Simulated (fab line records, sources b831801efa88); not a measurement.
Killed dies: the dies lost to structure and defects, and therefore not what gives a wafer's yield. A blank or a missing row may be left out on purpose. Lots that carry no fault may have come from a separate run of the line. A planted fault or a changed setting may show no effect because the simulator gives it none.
Problem report, 8D (eight disciplines) form, completed by code	flow sky130	the parts of the form that need people (team, actions taken, sign-off) are left out

## 1. WHAT WENT WRONG
At SKY_VIA3_COAT_07, spinSpeedRpm averages 3111.1 rpm over 9 wafers from 3 lots, while fault-free wafers read 2999.8 rpm, standard deviation 2.5. Measured from the usual mean, that is +45 standard deviations.
The step: resist thk 450 nm.
First seen on wafer L915.1, day 43 04:00, on lithoTrack-01. The record holds 33 wafers of 11 lots with a number at this step. Rule for "out", or "out of limits": more than 4 standard deviations from the usual mean. The rest of the wafers with a number are treated as sound.

## 2. WHAT IT IS, AND WHAT IT ISN'T
question	is	is not
which readings at this step	spinSpeedRpm	dispensePressureKPa
which lots	L915, L916, L919	L902, L904, L905, L907, L908, L910, L922, L925
which wafers of those lots	all that have a number	-
read on which tools	lithoTrack-01	lithoTrack-02, lithoTrack-03
when	from day 43 04:00	up to then (18 sound wafers); but 6 sound wafers of L922, L925 came after

## 3. SUSPECTS, AND WHAT RULES EACH OUT
Counting: a tool at any process step up to the reading remains a suspect when it ran all the lots that are out and ran no sound lot after the first of those.
- pvdSputter-02 at SKY_CAPM_SPUTTER_02 (material TiN, target thk 200 nm, time 174 s): kept. Every lot that is out went through it, starting with L915 (day 40 13:16), and after that it ran no sound lot; the last sound lot it ran before then is L910 (day 39 05:19).
- lithoTrack-01 at SKY_VIA3_COAT_07 (resist thk 450 nm): kept. It ran every lot that is out, first L915 (day 43 04:00), and no sound lot after that. On those wafers its own readings are out: spinSpeedRpm.
What counting leaves: pvdSputter-02 at SKY_CAPM_SPUTTER_02 and lithoTrack-01 at SKY_VIA3_COAT_07.

## 4. THE CAUSE (what the simulator had put in)
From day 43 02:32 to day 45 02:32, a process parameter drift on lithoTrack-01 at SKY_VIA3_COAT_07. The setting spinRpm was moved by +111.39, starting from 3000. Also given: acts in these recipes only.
Counting left 2 suspects, and this tool is among them.

## 5. SEQUENCE OF EFFECTS, ordered by route
Each row: a reading where the mean over the struck wafers with a number is more than 3 standard deviations away from the usual. Only readings for which the record gives a usual standard deviation are gone through. hours: the time from each lot's start at the first step in this table that gives one to its start at this step, as a median over the lots. sigmas: the change in usual standard deviations.
hours	step	reading	usual	on struck wafers	change	sigmas
0	SKY_VIA3_COAT_07	spinSpeedRpm	2999.8 rpm	3111.1	+111.3	+45
11	SKY_VIA3_STRIP_16	stripTimeToEndpointS	4.137 s	4.041	-0.096	-3.9
Process steps it contains:
- SKY_VIA3_COAT_07: resist thk 450 nm.
- SKY_VIA3_STRIP_16: strips in O2/N2.

## 6. WHAT WOULD HAVE CAUGHT IT SOONER
In this record the first reading out of limits was taken at day 43 04:00, 1 hour after the fault began at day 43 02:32.
